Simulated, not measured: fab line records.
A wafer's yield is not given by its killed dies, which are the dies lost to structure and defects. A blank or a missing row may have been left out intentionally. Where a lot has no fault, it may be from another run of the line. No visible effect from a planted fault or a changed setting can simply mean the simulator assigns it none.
fab line records || flow sfqLine || part 2 of 2: steps 26 to 37 of 37
record: {"lots": 5, "wafers": 15, "lastDay": 82}
route steps=325 shown M5@201 A5B@209 R5@212 I5@228
lots that met no fault: taken from a fault-free run of the same line
startH: start of the lot's first displayed wafer, in hours after the record's first day || waitH: how many hours have passed since the lot's step before this one || " repeats the value in the row above || L1.1+2: one row covering several wafers at once || - no value, or no start given || * or withheld: withheld || < > ~ a bound
route shown NAME@n: NAME is a module with steps in the file, n the number in the route of the first one || usual: average and standard deviation across the fault-free wafers || same: alike in all rows || chamber/n: place in a boat || sites: readings site by site || _std_site: standard deviation across them || _edge_site: mean of outer sites minus mean of inner sites || radiusMm: for every site, how far away it sits from the centre of the wafer || mask NAME#n: copy n || behind: the last tool/chamber to shape the wafer || hold: why the lot went on hold/how many hours it stayed there/how the hold came to an end || device: the n, p or np transistor that did not switch || end of line: tests of these same wafers at the route's end || for a step that has no rows: nothing shown but its recipe || killed: not the wafer's yield, but the dies lost to structure and defects at the first sort || map: the dies of a wafer, with x for killed, . for not killed, _ for no die there
set.NAME: the setting as run; set.NAME@STEP: as run at that earlier step || model.NAME: the simulator's own value behind a step, which no gauge read
lots seen at some steps along the route; tables by step, rows by wafer
services: when a tool's chamber went out of use (startH, in hours from the record's first day, below 0 if earlier), for how many hours, and the reason
== steps ==
step: SFQ_TRILAYER_R5_STRIP_STRIP_140
recipe: {"gas": "O2", "powerW": 200, "platenTempC": 40, "overashFraction": 0.65, "chemistry": "O2", "pressureMtorr": 50}
usual: {"drypumpMotorCurrentA": "5.6/0.41", "heBacksideLeakSccm": "3.49/0.18", "oesProductAu": "1.001/0.0091"}
{"lot.wafer": "L076.2", "tool": "rieMetal-03", "chamber": 0, "startH": 1382.53, "waitH": 0.0, "drypumpMotorCurrentA": 6.0, "heBacksideLeakSccm": 3.25, "oesProductAu": 0.995, "rfHoursCounterH": 38}
{"lot.wafer": "L076.3", "tool": "rieMetal-03", "chamber": 1, "startH": 1382.53, "waitH": 0.0, "drypumpMotorCurrentA": 5.0, "heBacksideLeakSccm": 3.56, "oesProductAu": 1.003, "rfHoursCounterH": "-"}
{"lot.wafer": "L076.6", "tool": "rieMetal-03", "chamber": 1, "startH": 1382.53, "waitH": 0.0, "drypumpMotorCurrentA": 5.0, "heBacksideLeakSccm": 3.53, "oesProductAu": 0.998, "rfHoursCounterH": "-"}
{"lot.wafer": "L078.2", "tool": "rieMetal-03", "chamber": 1, "startH": 1389.73, "waitH": 0.0, "drypumpMotorCurrentA": 5.0, "heBacksideLeakSccm": 3.58, "oesProductAu": 0.986, "rfHoursCounterH": 117}
{"lot.wafer": "L078.3", "tool": "rieMetal-03", "chamber": 0, "startH": 1389.73, "waitH": 0.0, "drypumpMotorCurrentA": 5.9, "heBacksideLeakSccm": 3.57, "oesProductAu": 0.997, "rfHoursCounterH": "-"}
{"lot.wafer": "L078.5", "tool": "rieMetal-03", "chamber": 0, "startH": 1389.73, "waitH": 0.0, "drypumpMotorCurrentA": 5.9, "heBacksideLeakSccm": 3.61, "oesProductAu": 0.993, "rfHoursCounterH": "-"}
{"lot.wafer": "L087.2", "tool": "rieMetal-01", "chamber": 0, "startH": 1616.58, "waitH": 0.0, "drypumpMotorCurrentA": 5.3, "heBacksideLeakSccm": 3.15, "oesProductAu": 1.011, "rfHoursCounterH": 103}
{"lot.wafer": "L087.3", "tool": "rieMetal-01", "chamber": 1, "startH": 1616.58, "waitH": 0.0, "drypumpMotorCurrentA": 5.7, "heBacksideLeakSccm": 3.90, "oesProductAu": 1.003, "rfHoursCounterH": "-"}
{"lot.wafer": "L087.4", "tool": "rieMetal-01", "chamber": 0, "startH": 1616.58, "waitH": 0.0, "drypumpMotorCurrentA": 5.3, "heBacksideLeakSccm": 3.56, "oesProductAu": 1.007, "rfHoursCounterH": "-"}
{"lot.wafer": "L089.1", "tool": "rieMetal-01", "chamber": 1, "startH": 1626.18, "waitH": 0.0, "drypumpMotorCurrentA": 5.7, "heBacksideLeakSccm": 3.68, "oesProductAu": 0.996, "rfHoursCounterH": 79}
{"lot.wafer": "L089.2", "tool": "rieMetal-01", "chamber": 0, "startH": 1626.18, "waitH": 0.0, "drypumpMotorCurrentA": 5.3, "heBacksideLeakSccm": 3.38, "oesProductAu": 0.997, "rfHoursCounterH": 105}
{"lot.wafer": "L089.5", "tool": "rieMetal-01", "chamber": 1, "startH": 1626.18, "waitH": 0.0, "drypumpMotorCurrentA": 5.7, "heBacksideLeakSccm": 3.71, "oesProductAu": 0.990, "rfHoursCounterH": "-"}
{"lot.wafer": "L093.2", "tool": "rieMetal-04", "chamber": 0, "startH": 1659.78, "waitH": 0.0, "drypumpMotorCurrentA": 6.2, "heBacksideLeakSccm": 3.48, "oesProductAu": 1.001, "rfHoursCounterH": 54}
{"lot.wafer": "L093.4", "tool": "rieMetal-04", "chamber": 0, "startH": 1659.78, "waitH": 0.0, "drypumpMotorCurrentA": 6.2, "heBacksideLeakSccm": 3.33, "oesProductAu": 0.989, "rfHoursCounterH": "-"}
{"lot.wafer": "L093.5", "tool": "rieMetal-04", "chamber": 1, "startH": 1659.78, "waitH": 0.0, "drypumpMotorCurrentA": 5.3, "heBacksideLeakSccm": 3.56, "oesProductAu": 1.023, "rfHoursCounterH": "-"}
step: SFQ_TRILAYER_R5_STRIP_SOLV_CLEAN_141
recipe: {"chemistry": "NMP", "tempC": 70, "timeS": 600}
{"lot.wafer": "L076.2+3+6", "tool": "wetBench-04", "chamber": "2,1,6", "startH": 1383.13, "waitH": 0.4}
{"lot.wafer": "L078.2+3+5", "tool": "wetBench-02", "chamber": "0,5,2", "startH": 1390.33, "waitH": 0.4}
{"lot.wafer": "L087.2+3+4", "tool": "wetBench-01", "chamber": "4,2,5", "startH": 1617.18, "waitH": 0.4}
{"lot.wafer": "L089.1+2+5", "tool": "wetBench-01", "chamber": "6,1,7", "startH": 1626.78, "waitH": 0.4}
{"lot.wafer": "L093.2+4+5", "tool": "wetBench-04", "chamber": "5,4,1", "startH": 1660.38, "waitH": 0.4}
step: SFQ_TRILAYER_A5C_DEP_PECVD_142
recipe: {"material": "SiO2", "tempC": 150, "timeS": 15.556, "pressureTorr": 2.4, "rfW": 183.3, "precursor": "SiH4/N2O", "targetThkNm": 70}
usual: {"chamberPressureTorr": "2.400/0.0047", "heaterPowerW": "76/13", "susceptorTempC": "149.98/0.14", "throttleValvePct": "24.5/1.5"}
{"lot.wafer": "L076.2", "tool": "pecvd-04", "chamber": 0, "startH": 1383.32, "waitH": 0.0, "chamberPressureTorr": 2.399, "heaterPowerW": 70, "susceptorTempC": 149.98, "throttleValvePct": 23.3}
{"lot.wafer": "L076.3", "tool": "pecvd-04", "chamber": 2, "startH": 1383.32, "waitH": 0.0, "chamberPressureTorr": 2.396, "heaterPowerW": 72, "susceptorTempC": 150.12, "throttleValvePct": 23.3}
{"lot.wafer": "L076.6", "tool": "pecvd-04", "chamber": 2, "startH": 1383.32, "waitH": 0.0, "chamberPressureTorr": 2.395, "heaterPowerW": 70, "susceptorTempC": 150.03, "throttleValvePct": 23.3}
{"lot.wafer": "L078.2", "tool": "pecvd-04", "chamber": 1, "startH": 1390.50, "waitH": 0.0, "chamberPressureTorr": 2.406, "heaterPowerW": 82, "susceptorTempC": 149.80, "throttleValvePct": 22.1}
{"lot.wafer": "L078.3", "tool": "pecvd-04", "chamber": 0, "startH": 1390.50, "waitH": 0.0, "chamberPressureTorr": 2.396, "heaterPowerW": 77, "susceptorTempC": 149.89, "throttleValvePct": 23.2}
{"lot.wafer": "L078.5", "tool": "pecvd-04", "chamber": 0, "startH": 1390.50, "waitH": 0.0, "chamberPressureTorr": 2.397, "heaterPowerW": 77, "susceptorTempC": 149.97, "throttleValvePct": 23.1}
{"lot.wafer": "L087.2", "tool": "pecvd-02", "chamber": 0, "startH": 1617.35, "waitH": 0.0, "chamberPressureTorr": 2.397, "heaterPowerW": 82, "susceptorTempC": 149.94, "throttleValvePct": 24.4}
{"lot.wafer": "L087.3", "tool": "pecvd-02", "chamber": 1, "startH": 1617.35, "waitH": 0.0, "chamberPressureTorr": 2.402, "heaterPowerW": 54, "susceptorTempC": 150.22, "throttleValvePct": 23.9}
{"lot.wafer": "L087.4", "tool": "pecvd-02", "chamber": 2, "startH": 1617.35, "waitH": 0.0, "chamberPressureTorr": 2.410, "heaterPowerW": 81, "susceptorTempC": 149.75, "throttleValvePct": 27.0}
{"lot.wafer": "L089.1", "tool": "pecvd-04", "chamber": 2, "startH": 1626.95, "waitH": 0.0, "chamberPressureTorr": 2.400, "heaterPowerW": 76, "susceptorTempC": 149.82, "throttleValvePct": 23.7}
{"lot.wafer": "L089.2", "tool": "pecvd-04", "chamber": 0, "startH": 1626.95, "waitH": 0.0, "chamberPressureTorr": 2.394, "heaterPowerW": 64, "susceptorTempC": 150.05, "throttleValvePct": 23.7}
{"lot.wafer": "L089.5", "tool": "pecvd-04", "chamber": 1, "startH": 1626.95, "waitH": 0.0, "chamberPressureTorr": 2.398, "heaterPowerW": 88, "susceptorTempC": 150.07, "throttleValvePct": 22.3}
{"lot.wafer": "L093.2", "tool": "pecvd-04", "chamber": 2, "startH": 1660.57, "waitH": 0.0, "chamberPressureTorr": 2.396, "heaterPowerW": 77, "susceptorTempC": 150.05, "throttleValvePct": 23.7}
{"lot.wafer": "L093.4", "tool": "pecvd-04", "chamber": 1, "startH": 1660.57, "waitH": 0.0, "chamberPressureTorr": 2.398, "heaterPowerW": 89, "susceptorTempC": 149.81, "throttleValvePct": 22.7}
{"lot.wafer": "L093.5", "tool": "pecvd-04", "chamber": 2, "startH": 1660.57, "waitH": 0.0, "chamberPressureTorr": 2.395, "heaterPowerW": 77, "susceptorTempC": 150.00, "throttleValvePct": 23.7}
step: SFQ_TRILAYER_I5_LITHO_COAT_149
recipe: {"resist": "BARC", "spinRpm": 3000, "resistThkNm": 62}
{"lot.wafer": "L076.2+3+6", "tool": "lithoTrack-02", "chamber": 0, "startH": 1383.39, "waitH": 0.1}
{"lot.wafer": "L078.2+3+5", "tool": "lithoTrack-03", "chamber": 0, "startH": 1390.58, "waitH": 0.1}
{"lot.wafer": "L087.2+3+4", "tool": "lithoTrack-01", "chamber": 0, "startH": 1617.43, "waitH": 0.1}
{"lot.wafer": "L089.1+2+5", "tool": "lithoTrack-03", "chamber": 0, "startH": 1626.98, "waitH": 0.0}
{"lot.wafer": "L093.2+4+5", "tool": "lithoTrack-03", "chamber": 0, "startH": 1660.64, "waitH": 0.1}
step: SFQ_TRILAYER_I5_LITHO_COAT_144
recipe: {"resist": "KrF", "spinRpm": 3000, "resistThkNm": 650}
{"lot.wafer": "L076.2+3+6", "tool": "lithoTrack-02", "chamber": 0, "startH": 1383.69, "waitH": 0.2}
{"lot.wafer": "L078.2+3+5", "tool": "lithoTrack-03", "chamber": 0, "startH": 1390.88, "waitH": 0.2}
{"lot.wafer": "L087.2+3+4", "tool": "lithoTrack-01", "chamber": 0, "startH": 1617.73, "waitH": 0.2}
{"lot.wafer": "L089.1+2+5", "tool": "lithoTrack-03", "chamber": 0, "startH": 1627.28, "waitH": 0.2}
{"lot.wafer": "L093.2+4+5", "tool": "lithoTrack-03", "chamber": 0, "startH": 1660.94, "waitH": 0.2}
step: SFQ_TRILAYER_I5_LITHO_SOFTBAKE_148
recipe: {"tempC": "withheld", "timeS": "withheld", "resist": "KrF"}
{"lot.wafer": "L076.2+3+6", "tool": "lithoTrack-02", "chamber": 0, "startH": 1383.97, "waitH": 0.2}
{"lot.wafer": "L078.2+3+5", "tool": "lithoTrack-03", "chamber": 0, "startH": 1391.15, "waitH": 0.2}
{"lot.wafer": "L087.2+3+4", "tool": "lithoTrack-01", "chamber": 0, "startH": 1618.00, "waitH": 0.2}
{"lot.wafer": "L089.1+2+5", "tool": "lithoTrack-03", "chamber": 0, "startH": 1627.58, "waitH": 0.2}
{"lot.wafer": "L093.2+4+5", "tool": "lithoTrack-03", "chamber": 0, "startH": 1661.22, "waitH": 0.2}
step: SFQ_TRILAYER_I5_LITHO_EXPOSE_145
recipe: {"maskId": "I5", "na": 0.6, "sourceShape": "conventional", "sigmaOuter": 0.65, "targetCdNm": 700, "doseMj": 21.3}
same: {"na": 0.6, "sigmaOuter": 0.65}
{"lot.wafer": "L076.2+3+6", "tool": "krfScanner-02", "chamber": 0, "startH": 1387.07, "waitH": "-", "mask": "I5#0"}
{"lot.wafer": "L078.2+3+5", "tool": "krfScanner-02", "chamber": 0, "startH": 1393.07, "waitH": "-", "mask": "I5#0"}
{"lot.wafer": "L087.2+3+4", "tool": "krfScanner-02", "chamber": 0, "startH": 1634.45, "waitH": "-", "mask": "I5#0"}
{"lot.wafer": "L089.1+2+5", "tool": "krfScanner-02", "chamber": 0, "startH": 1648.65, "waitH": "-", "mask": "I5#0"}
{"lot.wafer": "L093.2+4+5", "tool": "krfScanner-02", "chamber": 0, "startH": 1681.25, "waitH": "-", "mask": "I5#0"}
step: SFQ_TRILAYER_I5_LITHO_PEB_147
recipe: {"pebTempC": 115, "pebTimeS": 60, "resist": "KrF"}
{"lot.wafer": "L076.2+3+6", "tool": "lithoTrack-03", "chamber": 0, "startH": 1388.10, "waitH": 0.8}
{"lot.wafer": "L078.2+3+5", "tool": "lithoTrack-01", "chamber": 0, "startH": 1394.10, "waitH": 0.8}
{"lot.wafer": "L087.2+3+4", "tool": "lithoTrack-02", "chamber": 0, "startH": 1635.47, "waitH": 0.8}
{"lot.wafer": "L089.1+2+5", "tool": "lithoTrack-02", "chamber": 0, "startH": 1649.85, "waitH": 1.0}
{"lot.wafer": "L093.2+4+5", "tool": "lithoTrack-02", "chamber": 0, "startH": 1682.27, "waitH": 0.8}
step: SFQ_TRILAYER_I5_LITHO_DEVELOP_146
recipe: {"timeS": 60, "resist": "KrF"}
{"lot.wafer": "L076.2+3+6", "tool": "lithoTrack-03", "chamber": 0, "startH": 1388.25, "waitH": 0.1}
{"lot.wafer": "L078.2+3+5", "tool": "lithoTrack-01", "chamber": 0, "startH": 1394.25, "waitH": 0.1}
{"lot.wafer": "L087.2+3+4", "tool": "lithoTrack-02", "chamber": 0, "startH": 1635.62, "waitH": 0.1}
{"lot.wafer": "L089.1+2+5", "tool": "lithoTrack-02", "chamber": 0, "startH": 1650.00, "waitH": 0.1}
{"lot.wafer": "L093.2+4+5", "tool": "lithoTrack-02", "chamber": 0, "startH": 1682.42, "waitH": 0.1}
step: SFQ_I5_OVL_MEAS_936
usual: {"I5_OVL": "1/5.7"}
{"lot.wafer": "L076.2", "tool": "overlay-01", "chamber": "-", "startH": 1388.38, "waitH": 0.1, "I5_OVL[nm]": 5}
{"lot.wafer": "L076.3", "tool": "overlay-01", "chamber": "-", "startH": 1388.38, "waitH": 0.1, "I5_OVL[nm]": -2}
{"lot.wafer": "L076.6", "tool": "overlay-01", "chamber": "-", "startH": 1388.38, "waitH": 0.1, "I5_OVL[nm]": 1}
{"lot.wafer": "L078.2", "tool": "overlay-01", "chamber": "-", "startH": 1394.38, "waitH": 0.1, "I5_OVL[nm]": 3}
{"lot.wafer": "L078.3", "tool": "overlay-01", "chamber": "-", "startH": 1394.38, "waitH": 0.1, "I5_OVL[nm]": 2}
{"lot.wafer": "L078.5", "tool": "overlay-01", "chamber": "-", "startH": 1394.38, "waitH": 0.1, "I5_OVL[nm]": 9}
{"lot.wafer": "L087.2", "tool": "overlay-02", "chamber": "-", "startH": 1635.75, "waitH": 0.1, "I5_OVL[nm]": -4}
{"lot.wafer": "L087.3", "tool": "overlay-02", "chamber": "-", "startH": 1635.75, "waitH": 0.1, "I5_OVL[nm]": 3}
{"lot.wafer": "L087.4", "tool": "overlay-02", "chamber": "-", "startH": 1635.75, "waitH": 0.1, "I5_OVL[nm]": -4}
{"lot.wafer": "L089.1", "tool": "overlay-02", "chamber": "-", "startH": 1650.15, "waitH": 0.1, "I5_OVL[nm]": 5}
{"lot.wafer": "L089.2", "tool": "overlay-02", "chamber": "-", "startH": 1650.15, "waitH": 0.1, "I5_OVL[nm]": 6}
{"lot.wafer": "L089.5", "tool": "overlay-02", "chamber": "-", "startH": 1650.15, "waitH": 0.1, "I5_OVL[nm]": 5}
{"lot.wafer": "L093.2", "tool": "overlay-02", "chamber": "-", "startH": 1682.55, "waitH": 0.1, "I5_OVL[nm]": 4}
{"lot.wafer": "L093.4", "tool": "overlay-02", "chamber": "-", "startH": 1682.55, "waitH": 0.1, "I5_OVL[nm]": 3}
{"lot.wafer": "L093.5", "tool": "overlay-02", "chamber": "-", "startH": 1682.55, "waitH": 0.1, "I5_OVL[nm]": 6}
step: SFQ_TRILAYER_I5_BARC_OPEN_VIA_ETCH_200
recipe: {"maskMaterial": "PR", "chemistry": "O2", "targetDepthNm": 125, "target": "BARC", "sourceW": 500, "biasW": 80, "pressureMtorr": 30, "timeS": 41.7}
usual: {"drypumpMotorCurrentA": "5.7/0.34", "oesProductAu": "0.685/0.0043"}
{"lot.wafer": "L076.2", "tool": "rieDiel-01", "chamber": 1, "startH": 1388.41, "waitH": 0.0, "drypumpMotorCurrentA": 5.8, "oesProductAu": 0.695, "rfHoursCounterH": 2}
{"lot.wafer": "L076.3", "tool": "rieDiel-01", "chamber": 3, "startH": 1388.41, "waitH": 0.0, "drypumpMotorCurrentA": 5.1, "oesProductAu": 0.684, "rfHoursCounterH": 14}
{"lot.wafer": "L076.6", "tool": "rieDiel-01", "chamber": 2, "startH": 1388.41, "waitH": 0.0, "drypumpMotorCurrentA": 5.7, "oesProductAu": 0.682, "rfHoursCounterH": "-"}
{"lot.wafer": "L078.2", "tool": "rieDiel-03", "chamber": 2, "startH": 1394.41, "waitH": 0.0, "drypumpMotorCurrentA": 5.4, "oesProductAu": 0.687, "rfHoursCounterH": 10}
{"lot.wafer": "L078.3", "tool": "rieDiel-03", "chamber": 3, "startH": 1394.41, "waitH": 0.0, "drypumpMotorCurrentA": 5.7, "oesProductAu": 0.683, "rfHoursCounterH": 1}
{"lot.wafer": "L078.5", "tool": "rieDiel-03", "chamber": 0, "startH": 1394.41, "waitH": 0.0, "drypumpMotorCurrentA": 6.3, "oesProductAu": 0.684, "rfHoursCounterH": "-"}
{"lot.wafer": "L087.2", "tool": "rieDiel-01", "chamber": 2, "startH": 1635.78, "waitH": 0.0, "drypumpMotorCurrentA": 5.6, "oesProductAu": 0.685, "rfHoursCounterH": 12}
{"lot.wafer": "L087.3", "tool": "rieDiel-01", "chamber": 0, "startH": 1635.78, "waitH": 0.0, "drypumpMotorCurrentA": 5.9, "oesProductAu": 0.687, "rfHoursCounterH": 7}
{"lot.wafer": "L087.4", "tool": "rieDiel-01", "chamber": 1, "startH": 1635.78, "waitH": 0.0, "drypumpMotorCurrentA": 5.8, "oesProductAu": 0.684, "rfHoursCounterH": 5}
{"lot.wafer": "L089.1", "tool": "rieDiel-01", "chamber": 1, "startH": 1650.18, "waitH": 0.0, "drypumpMotorCurrentA": 5.8, "oesProductAu": 0.687, "rfHoursCounterH": 5}
{"lot.wafer": "L089.2", "tool": "rieDiel-01", "chamber": 0, "startH": 1650.18, "waitH": 0.0, "drypumpMotorCurrentA": 5.8, "oesProductAu": 0.679, "rfHoursCounterH": 7}
{"lot.wafer": "L089.5", "tool": "rieDiel-01", "chamber": 3, "startH": 1650.18, "waitH": 0.0, "drypumpMotorCurrentA": 5.2, "oesProductAu": 0.680, "rfHoursCounterH": "-"}
{"lot.wafer": "L093.2", "tool": "rieDiel-01", "chamber": 2, "startH": 1682.58, "waitH": 0.0, "drypumpMotorCurrentA": 5.6, "oesProductAu": 0.690, "rfHoursCounterH": 13}
{"lot.wafer": "L093.4", "tool": "rieDiel-01", "chamber": 2, "startH": 1682.58, "waitH": 0.0, "drypumpMotorCurrentA": 5.7, "oesProductAu": 0.690, "rfHoursCounterH": "-"}
{"lot.wafer": "L093.5", "tool": "rieDiel-01", "chamber": 1, "startH": 1682.58, "waitH": 0.0, "drypumpMotorCurrentA": 5.8, "oesProductAu": 0.691, "rfHoursCounterH": "-"}
step: SFQ_TRILAYER_I5_ETCH_VIA_ETCH_147
recipe: {"stopOn": "Nb", "maskMaterial": "PR", "chemistry": "CHF3", "targetDepthNm": 360, "sourceW": 500, "biasW": 80, "pressureMtorr": 30, "timeS": "withheld"}
usual: {"drypumpMotorCurrentA": "5.7/0.34", "oesProductAu": "0.989/0.0058"}
{"lot.wafer": "L076.2", "tool": "rieDiel-01", "chamber": 1, "startH": 1388.45, "waitH": 0.0, "drypumpMotorCurrentA": 5.8, "oesProductAu": 0.978}
{"lot.wafer": "L076.3", "tool": "rieDiel-01", "chamber": 3, "startH": 1388.45, "waitH": 0.0, "drypumpMotorCurrentA": 5.2, "oesProductAu": 0.984}
{"lot.wafer": "L076.6", "tool": "rieDiel-01", "chamber": 2, "startH": 1388.45, "waitH": 0.0, "drypumpMotorCurrentA": 5.6, "oesProductAu": 0.987}
{"lot.wafer": "L078.2", "tool": "rieDiel-03", "chamber": 2, "startH": 1394.45, "waitH": 0.0, "drypumpMotorCurrentA": 5.4, "oesProductAu": 0.986}
{"lot.wafer": "L078.3", "tool": "rieDiel-03", "chamber": 3, "startH": 1394.45, "waitH": 0.0, "drypumpMotorCurrentA": 5.8, "oesProductAu": 0.985}
{"lot.wafer": "L078.5", "tool": "rieDiel-03", "chamber": 0, "startH": 1394.45, "waitH": 0.0, "drypumpMotorCurrentA": 6.4, "oesProductAu": 0.989}
{"lot.wafer": "L087.2", "tool": "rieDiel-01", "chamber": 2, "startH": 1635.82, "waitH": 0.0, "drypumpMotorCurrentA": 5.7, "oesProductAu": 0.990}
{"lot.wafer": "L087.3", "tool": "rieDiel-01", "chamber": 0, "startH": 1635.82, "waitH": 0.0, "drypumpMotorCurrentA": 5.8, "oesProductAu": 0.995}
{"lot.wafer": "L087.4", "tool": "rieDiel-01", "chamber": 1, "startH": 1635.82, "waitH": 0.0, "drypumpMotorCurrentA": 5.8, "oesProductAu": 0.985}
{"lot.wafer": "L089.1", "tool": "rieDiel-01", "chamber": 1, "startH": 1650.22, "waitH": 0.0, "drypumpMotorCurrentA": 5.8, "oesProductAu": 0.992}
{"lot.wafer": "L089.2", "tool": "rieDiel-01", "chamber": 0, "startH": 1650.22, "waitH": 0.0, "drypumpMotorCurrentA": 5.9, "oesProductAu": 0.999}
{"lot.wafer": "L089.5", "tool": "rieDiel-01", "chamber": 3, "startH": 1650.22, "waitH": 0.0, "drypumpMotorCurrentA": 5.1, "oesProductAu": 0.989}
{"lot.wafer": "L093.2", "tool": "rieDiel-01", "chamber": 2, "startH": 1682.62, "waitH": 0.0, "drypumpMotorCurrentA": 5.7, "oesProductAu": 0.984}
{"lot.wafer": "L093.4", "tool": "rieDiel-01", "chamber": 2, "startH": 1682.62, "waitH": 0.0, "drypumpMotorCurrentA": 5.6, "oesProductAu": 0.984}
{"lot.wafer": "L093.5", "tool": "rieDiel-01", "chamber": 1, "startH": 1682.62, "waitH": 0.0, "drypumpMotorCurrentA": 5.8, "oesProductAu": 0.986}
== services ==
{"tool": "krfScanner-01", "chamber": "-", "startH": 1352.27, "hours": 0.8, "kind": "pm"}
{"tool": "rieMetal-01", "chamber": 0, "startH": 1393.27, "hours": 5.6, "kind": "repair"}
{"tool": "rieDiel-01", "chamber": "-", "startH": 1404.55, "hours": 4.3, "kind": "pm"}
{"tool": "rieMetal-01", "chamber": "-", "startH": 1425.43, "hours": 22.6, "kind": "repair"}
{"tool": "krfScanner-02", "chamber": "-", "startH": 1431.15, "hours": 1.3, "kind": "pm"}
{"tool": "krfScanner-02", "chamber": "-", "startH": 1455.35, "hours": 0.8, "kind": "pm"}
{"tool": "rieMetal-01", "chamber": "-", "startH": 1459.42, "hours": 0.2, "kind": "repair"}
{"tool": "krfScanner-01", "chamber": "-", "startH": 1459.82, "hours": 0.4, "kind": "repair"}
{"tool": "rieDiel-01", "chamber": "-", "startH": 1465.71, "hours": 0.2, "kind": "repair"}
{"tool": "krfScanner-01", "chamber": "-", "startH": 1485.64, "hours": 1.3, "kind": "pm"}
{"tool": "krfScanner-02", "chamber": "-", "startH": 1489.95, "hours": 3.6, "kind": "pm"}
{"tool": "krfScanner-01", "chamber": "-", "startH": 1493.67, "hours": 1.0, "kind": "pm"}
{"tool": "krfScanner-02", "chamber": "-", "startH": 1514.41, "hours": 1.0, "kind": "pm"}
{"tool": "krfScanner-01", "chamber": "-", "startH": 1521.07, "hours": 0.8, "kind": "pm"}
{"tool": "krfScanner-01", "chamber": "-", "startH": 1538.60, "hours": 4.0, "kind": "pm"}
{"tool": "krfScanner-01", "chamber": "-", "startH": 1570.42, "hours": 3.6, "kind": "repair"}
{"tool": "krfScanner-02", "chamber": "-", "startH": 1583.60, "hours": 21.0, "kind": "pm"}
{"tool": "rieDiel-01", "chamber": 1, "startH": 1598.37, "hours": 5.5, "kind": "repair"}
{"tool": "krfScanner-02", "chamber": "-", "startH": 1607.00, "hours": 1.3, "kind": "pm"}
{"tool": "rieDiel-01", "chamber": 2, "startH": 1650.10, "hours": 6.1, "kind": "repair"}
{"tool": "krfScanner-01", "chamber": "-", "startH": 1659.32, "hours": 1.0, "kind": "pm"}
{"tool": "krfScanner-01", "chamber": "-", "startH": 1662.72, "hours": 1.3, "kind": "pm"}
{"tool": "krfScanner-02", "chamber": "-", "startH": 1668.07, "hours": 0.2, "kind": "repair"}
{"tool": "rieDiel-01", "chamber": 3, "startH": 1679.86, "hours": 4.3, "kind": "repair"}
